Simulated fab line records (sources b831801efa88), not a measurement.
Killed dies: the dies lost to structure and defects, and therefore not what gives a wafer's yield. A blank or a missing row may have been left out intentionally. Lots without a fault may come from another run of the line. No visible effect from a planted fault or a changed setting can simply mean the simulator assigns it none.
Check of tool commonality | flow sky130 | 39 wafers sampled across 13 lots

WHY THIS WAS OPENED
3 of 13 lots carry a flag on the reading NWELL_00_OVL at SKY_NWELL_OVL_MEAS_10. Fault-free wafers read -1.1 nm, with a standard deviation of 1.5.
Rule: a lot gets a flag if all its wafers with a number sit over 4 standard deviations from that mean, or if no wafer of it has a number. All remaining lots are regarded as sound.

lot  | measured     | on         | NWELL_00_OVL (nm), wafer by wafer | flag
L691 | day 4 20:14  | overlay-02 | -1.0 -3.5 -1.6                    |
L692 | day 4 23:38  | overlay-01 | -1.1 -2.4 -0.6                    |
L693 | day 5 03:53  | overlay-01 | -0.8 -1.1 -0.8                    |
L695 | day 5 17:41  | overlay-02 | 1.0 1.9 -1.0                      |
L696 | day 5 23:35  | overlay-01 | 1.2 2.2 1.8                       |
L697 | day 6 04:23  | overlay-02 | -3.0 -2.0 -1.7                    |
L700 | day 6 22:19  | overlay-01 | -3.6 -1.8 0.0                     |
L701 | day 7 11:02  | overlay-01 | -0.5 0.2 -0.2                     |
L706 | day 8 14:19  | overlay-01 | -1.3 -1.6 0.3                     |
L708 | day 9 00:32  | overlay-01 | 185.9 184.6 185.9                 | FLAGGED
L709 | day 9 12:22  | overlay-01 | 181.1 183.6 183.6                 | FLAGGED
L710 | day 9 16:45  | overlay-02 | 184.1 183.3 184.7                 | FLAGGED
L712 | day 10 01:23 | overlay-01 | -1.8 -2.7 -0.3                    |
Flagged lots average 184.1 nm: +185.2 nm relative to the usual, that is +99 or more standard deviations.

WHICH TOOL EACH LOT WENT THROUGH
Before the reading, the record contains 2 process steps out of a 708-step route. In each cell: the tool, then ch and the chambers that the sampled wafers went through, then the start.
lot  | flag    | SKY_FIELD_ISO_CMP_27         | SKY_NWELL_EXPOSE_07
L691 |         | cmp-01 ch 2,3, day 2 16:42   | iline-stepper-01 ch 0, day 4 12:07
L692 |         | cmp-01 ch 0,1,3, day 2 20:43 | iline-stepper-01 ch 0, day 4 15:26
L693 |         | cmp-02 ch 0,1,3, day 3 01:18 | iline-stepper-01 ch 0, day 4 20:12
L695 |         | cmp-01 ch 0,1,3, day 3 13:14 | iline-stepper-01 ch 0, day 5 08:49
L696 |         | cmp-01 ch 1,2,3, day 3 18:19 | iline-stepper-01 ch 0, day 5 15:33
L697 |         | cmp-01 ch 1,2, day 3 20:55   | iline-stepper-02 ch 0, day 5 19:22
L700 |         | cmp-01 ch 0,1,3, day 4 13:34 | iline-stepper-01 ch 0, day 6 13:53
L701 |         | cmp-01 ch 1,2, day 4 22:55   | iline-stepper-01 ch 0, day 7 00:33
L706 |         | cmp-02 ch 2,3, day 6 00:28   | iline-stepper-01 ch 0, day 8 03:59
L708 | FLAGGED | cmp-01 ch 0,1,2, day 6 08:41 | iline-stepper-01 ch 0, day 8 14:02
L709 | FLAGGED | cmp-02 ch 1,2,3, day 6 16:52 | iline-stepper-01 ch 0, day 9 01:20
L710 | FLAGGED | cmp-01 ch 0,1, day 6 21:04   | iline-stepper-01 ch 0, day 9 05:56
L712 |         | cmp-01 ch 0,2,3, day 7 07:11 | iline-stepper-02 ch 0, day 9 14:57
What is done by these steps:
- SKY_FIELD_ISO_CMP_27: polishes, stops on Si3N4, t overpolish 16 s, target thk 457.8 nm.
- SKY_NWELL_EXPOSE_07: exposes mask NWM, target cd 840 nm.
- SKY_NWELL_OVL_MEAS_10

FLAGGED AGAINST TOTAL, ONE TOOL AT A TIME (gauges that did the reading follow at the end)
step                  | tool             | lots run | flagged | share of the flagged lots | sound lots run after its first flagged lot
SKY_FIELD_ISO_CMP_27  | cmp-01           | 10       | 2       | some                      | 1 (L712)
SKY_FIELD_ISO_CMP_27  | cmp-02           | 3        | 1       | some                      | 0
SKY_NWELL_EXPOSE_07   | iline-stepper-01 | 11       | 3       | all                       | 0
SKY_NWELL_EXPOSE_07   | iline-stepper-02 | 2        | 0       | none                      | -
SKY_NWELL_OVL_MEAS_10 | overlay-01       | 9        | 2       | some                      | 1 (L712)
SKY_NWELL_OVL_MEAS_10 | overlay-02       | 4        | 1       | some                      | 0

WHAT THE TABLE PERMITS
Rows of the table that ran each flagged lot: 1, that is iline-stepper-01 at SKY_NWELL_EXPOSE_07.
- iline-stepper-01 at SKY_NWELL_EXPOSE_07 ran 11 lots, 3 of them flagged. It ran its last sound lot, L706, at day 8 03:59 and its first flagged lot, L708, at day 8 14:02: a fault with its onset between the two fits.
One tool is left: iline-stepper-01 at SKY_NWELL_EXPOSE_07.

WHAT WAS PUT IN BY THE SIMULATOR
Scanner matching overlay: iline-stepper-01, from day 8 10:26 on, at SKY_NWELL_EXPOSE_07. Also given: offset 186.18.
Lots struck among those shown: L708, L709, L710. The rule above reached the same finding.
